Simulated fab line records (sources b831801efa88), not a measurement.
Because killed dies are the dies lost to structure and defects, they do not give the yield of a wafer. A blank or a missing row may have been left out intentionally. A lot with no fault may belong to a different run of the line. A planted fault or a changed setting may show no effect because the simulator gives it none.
2 desks looking at one fault / flow sky130 / numbers are kept per desk, each desk with only its own; the story behind them comes last

AT THE TOOL OWNER'S DESK: pecvd-01
The tool's own readings at SKY_CAP2M_CVD_00 (deposits SiO2, target thk 15.5 nm): means of the sampled wafers that have a number, for each lot that ran on this tool. Marked OUT: a lot whose mean sits more than 4 standard deviations from the usual mean, which makes it out of limits; the brackets give that distance.
Columns: A = heater_power_w at SKY_CAP2M_CVD_00, usual 708 W; B = rf_fwd_power_W at SKY_CAP2M_CVD_00, usual 443.0 W
lot=L880; first seen here=day 40 23:18; A=797; B=443.6
lot=L882; first seen here=day 41 06:54; A=693; B=445.3
lot=L885; first seen here=day 42 11:32; A=748; B=441.7
lot=L889; first seen here=day 43 15:49; A=778; B=443.2
lot=L891; first seen here=day 44 08:25; A=720; B=444.1
lot=L894; first seen here=day 44 22:08; A=739; B=444.0
lot=L898; first seen here=day 45 21:43; A=763; B=444.2
This desk's finding: nothing out of limits on any of the 7 lots.

THE METROLOGY DESK
What the gauges read, lot by lot, whatever tool the lot ran on: means of the sampled wafers that have a number. Marked OUT: a lot whose mean sits more than 4 standard deviations from the usual mean, which makes it out of limits; the brackets give that distance.
Columns: A = CAP2M_CVD_00_THK at SKY_CAP2M_THK_MEAS_01, usual 15.45 nm; B = cd_nm at SKY_METAL4_CD_MEAS_13, usual 299.8 nm
lot=L876; first seen here=day 39 17:07; A=15.51; B=300.3
lot=L880; first seen here=day 40 23:19; A=15.14; B=297.7
lot=L882; first seen here=day 41 06:55; A=15.26; B=301.5
lot=L883; first seen here=day 41 19:20; A=15.59; B=298.5
lot=L885; first seen here=day 42 11:35; A=15.47; B=301.0
lot=L886; first seen here=day 42 19:23; A=15.48; B=300.1
lot=L887; first seen here=day 43 08:53; A=15.34; B=300.2
lot=L888; first seen here=day 43 12:38; A=15.51; B=301.7
lot=L889; first seen here=day 43 15:50; A=15.19; B=299.0
lot=L891; first seen here=day 44 08:27; A=15.53; B=298.9
lot=L894; first seen here=day 44 22:10; A=15.20; B=299.2
lot=L898; first seen here=day 45 21:46; A=15.53; B=299.2
This desk's finding: nothing out of limits on any of the 12 lots.

ALL TOGETHER
Nothing out of limits was seen by the tool owner's desk.
At the metrology desk, nothing out of limits was observed.

WHAT THE SIMULATOR HAD INSERTED
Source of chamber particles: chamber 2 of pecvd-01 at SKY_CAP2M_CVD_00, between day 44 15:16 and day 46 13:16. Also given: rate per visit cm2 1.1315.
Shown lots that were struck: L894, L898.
